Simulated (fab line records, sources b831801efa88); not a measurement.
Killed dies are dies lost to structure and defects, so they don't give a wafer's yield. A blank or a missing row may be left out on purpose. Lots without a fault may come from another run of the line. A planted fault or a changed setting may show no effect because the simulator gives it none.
Which tool did it? | flow gf180mcu | 13 lots, 39 wafers sampled, at 4 steps of a route of 602

WHAT THE GAUGES READ, wafer by wafer
GF_M1_OVL_MEAS_15.
lot  | measured     | on         | M1_OVL (nm)
L873 | day 16 23:53 | overlay-01 | -2 -8 -6
L874 | day 17 10:29 | overlay-02 | -1 -5 -2
L875 | day 18 14:10 | overlay-01 | -19 6 0
L877 | day 18 20:05 | overlay-02 | -4 -9 -13
L879 | day 19 05:29 | overlay-01 | 6 6 2
L882 | day 20 21:53 | overlay-01 | -10 -7 -1
L883 | day 21 03:02 | overlay-02 | -8 10 -11
L884 | day 21 04:43 | overlay-01 | 12 -6 -5
L885 | day 21 09:32 | overlay-02 | -1 0 9
L891 | day 24 05:32 | overlay-02 | -8 0 6
L892 | day 24 09:28 | overlay-01 | -8 -9 -2
L894 | day 24 14:49 | overlay-02 | 12 13 2
L896 | day 25 12:40 | overlay-01 | 10 5 -4

GF_V1_THK_MEAS_03.
lot  | measured     | on            | V1_CVD_02_THK (nm)
L873 | day 17 00:48 | film_metro-02 | 849 848 840
L874 | day 17 11:26 | film_metro-01 | 854 871 866
L875 | day 18 15:07 | film_metro-02 | 847 843 847
L877 | day 18 20:59 | film_metro-02 | 845 835 859
L879 | day 19 06:26 | film_metro-01 | 837 843 837
L882 | day 20 22:49 | film_metro-02 | 838 841 854
L883 | day 21 03:58 | film_metro-04 | 836 856 854
L884 | day 21 05:37 | film_metro-02 | 852 855 862
L885 | day 21 10:26 | film_metro-02 | 841 846 860
L891 | day 24 06:46 | film_metro-04 | 839 858 858
L892 | day 24 10:42 | film_metro-04 | 832 831 828
L894 | day 24 16:04 | film_metro-01 | 832 839 842
L896 | day 25 13:34 | film_metro-02 | 835 842 847

WHICH TOOL RAN EACH LOT (tool, then ch and the chambers of the sampled wafers, then the start)
lot  | GF_M1_SPUTTER_02             | GF_M1_STRIP_17
L873 | pvd_sputter-03, day 16 01:13 | plasma_asher-03 ch 0,1, day 17 00:04
L874 | pvd_sputter-03, day 16 10:48 | plasma_asher-04 ch 0,1, day 17 10:41
L875 | pvd_sputter-01, day 17 15:05 | plasma_asher-02 ch 0,1, day 18 14:20
L877 | pvd_sputter-03, day 17 20:18 | plasma_asher-03 ch 0,1, day 18 20:14
L879 | pvd_sputter-01, day 18 05:05 | plasma_asher-04 ch 0,1, day 19 05:38
L882 | pvd_sputter-02, day 19 21:23 | plasma_asher-04 ch 0,1, day 20 22:02
L883 | pvd_sputter-01, day 20 01:54 | plasma_asher-04 ch 0,1, day 21 03:13
L884 | pvd_sputter-01, day 20 04:50 | plasma_asher-04 ch 0,1, day 21 04:53
L885 | pvd_sputter-02, day 20 09:05 | plasma_asher-04 ch 0,1, day 21 09:41
L891 | pvd_sputter-03, day 23 11:19 | plasma_asher-02 ch 0,1, day 24 05:41
L892 | pvd_sputter-02, day 23 13:05 | plasma_asher-02 ch 0,1, day 24 09:37
L894 | pvd_sputter-01, day 23 17:04 | plasma_asher-02 ch 0,1, day 24 14:59
L896 | pvd_sputter-02, day 24 14:23 | plasma_asher-02 ch 0,1, day 25 12:50
- GF_M1_SPUTTER_02: material AlCu, target thk 450 nm, time 23.9 s.
- GF_M1_STRIP_17: strips in O2/N2.

WHAT THE TOOLS THEMSELVES READ (means of the sampled wafers that have a number; where no wafer has one, the mark that the record gives instead)
GF_M1_SPUTTER_02.
lot  | tool           | throttle_valve_pct (%)
L873 | pvd_sputter-03 | 29.1
L874 | pvd_sputter-03 | 30.2
L875 | pvd_sputter-01 | 28.9
L877 | pvd_sputter-03 | 29.8
L879 | pvd_sputter-01 | 29.4
L882 | pvd_sputter-02 | 31.2
L883 | pvd_sputter-01 | 28.9
L884 | pvd_sputter-01 | 29.0
L885 | pvd_sputter-02 | 30.7
L891 | pvd_sputter-03 | 30.0
L892 | pvd_sputter-02 | 30.0
L894 | pvd_sputter-01 | 29.0
L896 | pvd_sputter-02 | 30.4

GF_M1_STRIP_17.
lot  | tool            | chamber_pressure_mTorr (mTorr) | drypump_motor_current_A (A) | heater_power_w (W) | oes_product_au (a.u.) | strip_time_to_endpoint_s (s)
L873 | plasma_asher-03 | 1501.1                         | 5.7                         | 331                | 0.539                 | 7.36
L874 | plasma_asher-04 | 1498.6                         | 5.4                         | 355                | 0.538                 | 7.39
L875 | plasma_asher-02 | 1500.5                         | 6.1                         | 394                | 0.542                 | 7.34
L877 | plasma_asher-03 | 1500.4                         | 5.7                         | 331                | 0.539                 | 7.40
L879 | plasma_asher-04 | 1500.8                         | 5.6                         | 312                | 0.538                 | 7.39
L882 | plasma_asher-04 | 1500.5                         | 5.4                         | 356                | 0.536                 | 7.39
L883 | plasma_asher-04 | 1500.7                         | 5.6                         | 311                | 0.535                 | 7.10
L884 | plasma_asher-04 | 1500.8                         | 5.6                         | 308                | 0.532                 | 7.04
L885 | plasma_asher-04 | 1500.4                         | 5.4                         | 361                | 0.538                 | 7.16
L891 | plasma_asher-02 | 1501.5                         | 5.7                         | 385                | 0.537                 | 7.40
L892 | plasma_asher-02 | 1499.7                         | 6.1                         | 402                | 0.537                 | 7.42
L894 | plasma_asher-02 | 1499.6                         | 6.1                         | 396                | 0.536                 | 7.31
L896 | plasma_asher-02 | 1499.3                         | 6.1                         | 401                | 0.534                 | 7.35

THE ANSWER, worked out from the rows above alone
Rule: what is usual is taken from the lots themselves. Put in order of their means at a reading, lots are off if they are a third of the lots or fewer, leave a main group of 4 or more, and stand apart from it by a gap of 3 or more times the standard deviation of the main group's means; of several such gaps the widest counts. A main group whose means are all the same, to the digits that the tables above print for the reading, isn't used. A lot without any number at a reading at which 4 lots or more have one is off too. The other lots that the step has rows for count as sound. The gauges are gone through in route order, then the tools' own readings, and for those a lot's mean is taken as printed above. The first step at which some lot is off is used, and at that step the reading that is off furthest; a lot without a number counts as furthest.
Off: L883, L884, L885, at GF_M1_STRIP_17 (strip_time_to_endpoint_s). The main group: mean 7.38 s, standard deviation 0.032.
A tool fits if, at that step or a process step before it, it ran every lot that is off, and no sound lot after the first of them. One fits: plasma_asher-04 at GF_M1_STRIP_17. Its last sound lot is L882 (day 20 22:02), its first lot that is off L883 (day 21 03:13): a fault that began between those two fits.
The tool's own readings at GF_M1_STRIP_17 bear it out: on the lots that are off they differ by more than 5 times the standard deviation of the sound lots' means. strip_time_to_endpoint_s reads 7.10 s there against 7.38 s on the sound lots.

WHAT THE SIMULATOR HAD PUT IN
Process parameter drift: plasma_asher-04, from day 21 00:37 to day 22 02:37, at GF_M1_STRIP_17. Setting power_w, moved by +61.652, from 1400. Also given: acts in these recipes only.
Lots struck among those shown: L883, L884, L885. The rule above found the same.
